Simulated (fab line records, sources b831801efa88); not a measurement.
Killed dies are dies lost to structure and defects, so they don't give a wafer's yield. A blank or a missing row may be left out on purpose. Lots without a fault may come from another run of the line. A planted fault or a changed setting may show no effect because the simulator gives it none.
Problem report in the 8D (eight disciplines) form, filled by code | flow sky130 | the parts of the form that need people (team, actions taken, sign-off) are left out

1. THE PROBLEM
oes_product_au at SKY_PWDE_STRIP_09 reads a mean of 0.969 a.u. on 3 wafers of 1 lot; wafers without a fault read 0.723 a.u. with a standard deviation of 0.0046. That is +53 standard deviations from the usual mean.
The step: strips in O2/N2.
First seen on wafer L454.3, day 8 14:23, on plasma_asher-03. The record holds 39 wafers of 13 lots with a number at this step. Rule for "out", or "out of limits": more than 4 standard deviations from the usual mean. The other wafers with a number count as sound.

2. WHAT IT IS AND WHAT IT IS NOT
question                    | is                     | is not
which readings at this step | oes_product_au         | drypump_motor_current_A
which lots                  | L454                   | L434, L435, L436, L437, L438, L439, L441, L442, L444, L445, L446, L456
which wafers of those lots  | all that have a number | -
read on which tools         | plasma_asher-03        | plasma_asher-01, plasma_asher-04
when                        | from day 8 14:23       | up to then (33 sound wafers); but 3 sound wafers of L456 came after

3. SUSPECTS, AND WHAT RULES EACH OUT
Counting: a tool at a process step up to the reading stays a suspect if it ran every lot that is out and no sound lot after the first of them.
- plasma_asher-03 at SKY_PWDE_STRIP_09 (strips in O2/N2): kept. It ran the lot that is out, L454 (day 8 14:23), and no sound lot after that; its last sound lot up to then is L442 (day 5 14:01). Its own readings are out on those wafers: oes_product_au.
Left after counting: plasma_asher-03 at SKY_PWDE_STRIP_09.

4. THE CAUSE (what the simulator had put in)
Strip aborted: plasma_asher-03, from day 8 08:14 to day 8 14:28, at SKY_PWDE_STRIP_09. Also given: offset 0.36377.
Counting left only this tool.

5. THE CHAIN OF EFFECTS, in route order
Each row: a reading whose mean over the struck wafers that have a number lies more than 3 standard deviations from the usual. Only readings for which the record gives a usual standard deviation are gone through. hours: the time from each lot's start at the first step in this table that gives one to its start at this step, as a median over the lots. sigmas: the change in usual standard deviations.
hours | step               | reading                  | usual      | on struck wafers | change | sigmas
0     | SKY_PWDE_STRIP_09  | oes_product_au           | 0.723 a.u. | 0.969            | +0.246 | +53
22    | SKY_NWELL_STRIP_14 | strip_time_to_endpoint_s | 36.98 s    | 38.79            | +1.81  | +18
The process steps in it:
- SKY_PWDE_STRIP_09: strips in O2/N2.
- SKY_NWELL_STRIP_14: strips in O2/N2.
Readings that are blank on the struck wafers while sound wafers have them: strip_time_to_endpoint_s at SKY_PWDE_STRIP_09.
Later measuring or inspecting steps at which every struck wafer that the step has a row for has a number for every such reading, and none has moved that far: SKY_GATE_OXIDE_TW_MEAS_14.

6. WHAT WOULD HAVE CAUGHT IT SOONER
In this record the first reading out of limits was taken at day 8 14:23, 6 hours after the fault began at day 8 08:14.
